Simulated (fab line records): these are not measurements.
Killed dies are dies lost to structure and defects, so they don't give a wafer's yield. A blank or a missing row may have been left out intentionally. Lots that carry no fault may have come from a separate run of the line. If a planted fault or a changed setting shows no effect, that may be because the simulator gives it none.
A lot that was struck, set against a sound lot | flow sky130 | 15 out of 708 route steps
Sound: wafers L319.2, L319.4, L319.6. Struck: wafers L328.1, L328.3, L328.4. Last of all comes the cause.
For every step that has rows: the tool of each side, followed by ch and its chambers, followed by its first start. Under that, the readings that differ: sound wafers | struck wafers | difference of the means | sigmas: that difference in standard deviations of wafers without a fault.
alike: readings with means less than 2 such deviations apart, plus words and numbers identical on both sides. not compared: withheld readings, readings lacking a value on some wafer, bounds such as >300 that could conceal the same value, and numbers that have no deviation in the record and whose values overlap.
Wherever a step has rows on one side only, a row that says differs or no value, or a row with sigmas, the two part there. Numbers that have no deviation but don't overlap get no sigmas and don't part them. Lack of a reading on every wafer of one side parts them only where that side has two or more wafers.

SKY_LDD_HVP_TW_MEAS_10:
  sound on film_metro-02, day 22 02:16; struck on film_metro-03, day 26 08:58
  reading    | sound             | struck            | difference | sigmas
  LDD_HVP_TW | 455.5 455.4 455.2 | 449.9 449.8 449.4 | -5.7       | -2
then, 7 steps without rows for these wafers: SKY_LDD_LDN_DEHYDRATE_00 (time 60 s); SKY_LDD_LDN_HMDS_01 (prime time 60 s); SKY_LDD_LDN_COAT_02 (resist thk 1140 nm); SKY_LDD_LDN_SOFTBAKE_03 (time 60 s); SKY_LDD_LDN_EXPOSE_04 (exposes mask LDNTM, target cd 700 nm); SKY_LDD_LDN_PEB_05; SKY_LDD_LDN_DEVELOP_06 (develop time 60 s).
SKY_LDD_LDN_OVL_MEAS_07:
  sound on overlay-02, day 23 07:49; struck on overlay-02, day 27 13:41
  alike: LDD_LDN_OVL
then, 3 steps without rows for these wafers: SKY_LDD_LDN_IMPLANT_08; SKY_LDD_LDN_IMPLANT_09; SKY_LDD_LDN_IMPLANT_10.
SKY_LDD_LDN_IMPLANT_11:
  sound on implanter-02 ch 0, day 23 08:19; struck on implanter-02 ch 0, day 27 14:10
  reading                   | sound                | struck               | difference | sigmas
  beam_energy_keV           | 15.002 15.000 14.995 | 15.704 15.698 15.701 | +0.702     | +99 or more
  model.implant.rp_nm (nm)  | 12.3 12.3 12.3       | 13.81 13.81 13.81    | +1.51      |
  model.implant.drp_nm (nm) | 5.933 5.933 5.933    | 6.117 6.117 6.117    | +0.184     |
SKY_LDD_LDN_STRIP_12: strips in O2/N2.
  sound on plasma_asher-01 ch 0,1, day 23 08:27; struck on plasma_asher-01 ch 0,1, day 27 14:19
  alike: drypump_motor_current_A, o2_flow_sccm, oes_product_au, strip_time_to_endpoint_s
  not compared: rf_hours_counter_h
-- here the record skips 21 days between the struck wafers' starts before and after, leaving off in module LDD_LDN and picking up in module PAD_OPEN (first step shown: number 708 of the route) --
SKY_PAD_OPEN_PROBE_99:
  sound on prober-02, day 46 04:10; struck on prober-01, day 49 01:04
  alike: killed_at_M0_to_M3, killed_at_M4_up, killed_at_contacts, killed_at_front_end, killed_at_other, killed_dies, killed_open, killed_short

WHERE THEY PART
First at SKY_LDD_HVP_TW_MEAS_10; last, within this record, at SKY_LDD_LDN_IMPLANT_11. Later steps at which nothing parts them and some readings are alike: SKY_LDD_LDN_STRIP_12, SKY_PAD_OPEN_PROBE_99.

WHY: what had been put in by the simulator
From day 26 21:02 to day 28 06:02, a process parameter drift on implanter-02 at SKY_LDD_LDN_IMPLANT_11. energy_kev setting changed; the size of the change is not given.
